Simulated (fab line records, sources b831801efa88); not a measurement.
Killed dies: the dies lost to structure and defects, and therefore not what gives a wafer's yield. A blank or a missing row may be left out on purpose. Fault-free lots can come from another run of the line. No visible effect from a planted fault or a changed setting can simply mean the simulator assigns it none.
Matching of chambers || flow gf180mcu || 4 sister chambers for GF_CONTACT_ETCH_16 on rie_diel-03
The step etches BARC in N2/H2. 4 wafers are shown with their chamber, then 9 later ones without.

== EACH WAFER AND ITS CHAMBER ==
{"wafer": "L082.2", "chamber": 0, "oes_product_au (a.u.)": 0.853}
{"wafer": "L082.5", "chamber": 1, "oes_product_au (a.u.)": 0.852}
{"wafer": "L084.1", "chamber": 3, "oes_product_au (a.u.)": 0.847}
{"wafer": "L084.6", "chamber": 2, "oes_product_au (a.u.)": 0.856}

== WAFERS WHOSE CHAMBER IS MISSING ==
{"wafer": "L092.3", "oes_product_au (a.u.)": 0.858}
{"wafer": "L092.4", "oes_product_au (a.u.)": 0.852}
{"wafer": "L092.6", "oes_product_au (a.u.)": 0.851}
{"wafer": "L096.3", "oes_product_au (a.u.)": 0.853}
{"wafer": "L096.4", "oes_product_au (a.u.)": 0.855}
{"wafer": "L096.6", "oes_product_au (a.u.)": 0.863}
{"wafer": "L097.1", "oes_product_au (a.u.)": 0.861}
{"wafer": "L097.2", "oes_product_au (a.u.)": 0.855}
{"wafer": "L097.4", "oes_product_au (a.u.)": 0.860}

== WHICH CHAMBER EACH WENT THROUGH ==
{"wafer": "L092.3", "from the rows above": "can't be placed: 2 or 0 or 1", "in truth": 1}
{"wafer": "L092.4", "from the rows above": "can't be placed: 1 or 0 or 2 or 3", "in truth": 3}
{"wafer": "L092.6", "from the rows above": "can't be placed: 1 or 0 or 3 or 2", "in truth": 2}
{"wafer": "L096.3", "from the rows above": "can't be placed: 0 or 1 or 2 or 3", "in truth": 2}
{"wafer": "L096.4", "from the rows above": "can't be placed: 2 or 0 or 1", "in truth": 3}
{"wafer": "L096.6", "from the rows above": "can't be placed: 2 or 0 or 1", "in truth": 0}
{"wafer": "L097.1", "from the rows above": "can't be placed: 2 or 0 or 1", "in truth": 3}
{"wafer": "L097.2", "from the rows above": "can't be placed: 2 or 0 or 1", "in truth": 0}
{"wafer": "L097.4", "from the rows above": "can't be placed: 2 or 0 or 1", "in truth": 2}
Correct placement for 0 of the 9. Can't be placed from these rows: 9 (the true chamber is among the candidates in 7). 0 placed wrongly.
How it was worked out, from the rows above alone: a wafer's distance from a chamber is the root of the sum, over the readings, of the square of ((its reading less the chamber's mean) divided by the reading's scatter). The wafer belongs to the nearest chamber; if the next one is less than 2 further off, it can't be placed. The mean given for a chamber averages the wafers shown for that chamber. The scatter: with one shown wafer a chamber, the root of the mean of the squares of how far each hidden wafer lies from its nearest shown one.
